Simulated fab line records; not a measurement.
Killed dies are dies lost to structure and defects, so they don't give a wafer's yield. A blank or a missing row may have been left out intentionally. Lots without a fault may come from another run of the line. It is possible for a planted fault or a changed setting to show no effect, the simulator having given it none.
Chamber matching / flow sfqLine / cmp-02 running SFQ_TRILAYER_I2_CMP_CMP_064: 4 sister chambers
The step polishes SiO2. 8 wafers are shown with their chamber, then 8 later ones without.

== EACH WAFER AND ITS CHAMBER ==
wafer=L799.1; chamber=3; motorCurrentA (A)=8.9; timeToEndpointS (s)=207
wafer=L799.2; chamber=0; motorCurrentA (A)=10.1; timeToEndpointS (s)=210
wafer=L800.1; chamber=0; motorCurrentA (A)=10.2; timeToEndpointS (s)=215
wafer=L800.3; chamber=3; motorCurrentA (A)=8.7; timeToEndpointS (s)=214
wafer=L801.1; chamber=2; motorCurrentA (A)=11.8; timeToEndpointS (s)=221
wafer=L801.4; chamber=1; motorCurrentA (A)=10.0; timeToEndpointS (s)=221
wafer=L801.6; chamber=1; motorCurrentA (A)=10.1; timeToEndpointS (s)=227
wafer=L802.1; chamber=2; motorCurrentA (A)=11.8; timeToEndpointS (s)=226

== WAFERS WITH NO CHAMBER GIVEN ==
wafer=L802.3; motorCurrentA (A)=10.4; timeToEndpointS (s)=219
wafer=L802.6; motorCurrentA (A)=11.6; timeToEndpointS (s)=230
wafer=L807.1; motorCurrentA (A)=10.0; timeToEndpointS (s)=215
wafer=L807.2; motorCurrentA (A)=10.1; timeToEndpointS (s)=213
wafer=L807.6; motorCurrentA (A)=10.0; timeToEndpointS (s)=211
wafer=L808.4; motorCurrentA (A)=10.2; timeToEndpointS (s)=208
wafer=L808.1; motorCurrentA (A)=8.3; timeToEndpointS (s)=200
wafer=L808.2; motorCurrentA (A)=11.7; timeToEndpointS (s)=211

== WHICH CHAMBER EACH ONE RAN IN ==
wafer=L802.3; from the rows above=can't be placed: 0 or 1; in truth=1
wafer=L802.6; from the rows above=2; in truth=2
wafer=L807.1; from the rows above=can't be placed: 0 or 1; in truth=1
wafer=L807.2; from the rows above=0; in truth=0
wafer=L807.6; from the rows above=can't be placed: 0 or 1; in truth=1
wafer=L808.4; from the rows above=0; in truth=0
wafer=L808.1; from the rows above=3; in truth=3
wafer=L808.2; from the rows above=2; in truth=2
Correct placement for 5 of the 8. Can't be placed from these rows: 3 (the true chamber is among the candidates in 3). Wrongly placed: 0.
How it was worked out, from the rows above alone: a wafer's distance from a chamber is the root of the sum, over the readings, of the square of ((its reading less the chamber's mean) divided by the reading's scatter). The wafer belongs to the nearest chamber; if the next one is less than 2 further off, it can't be placed. Each chamber's mean is taken over the wafers shown for it. The scatter is the square root of a quotient: the sum, over the shown wafers, of each reading's squared deviation from its chamber's mean, divided by wafers minus chambers.
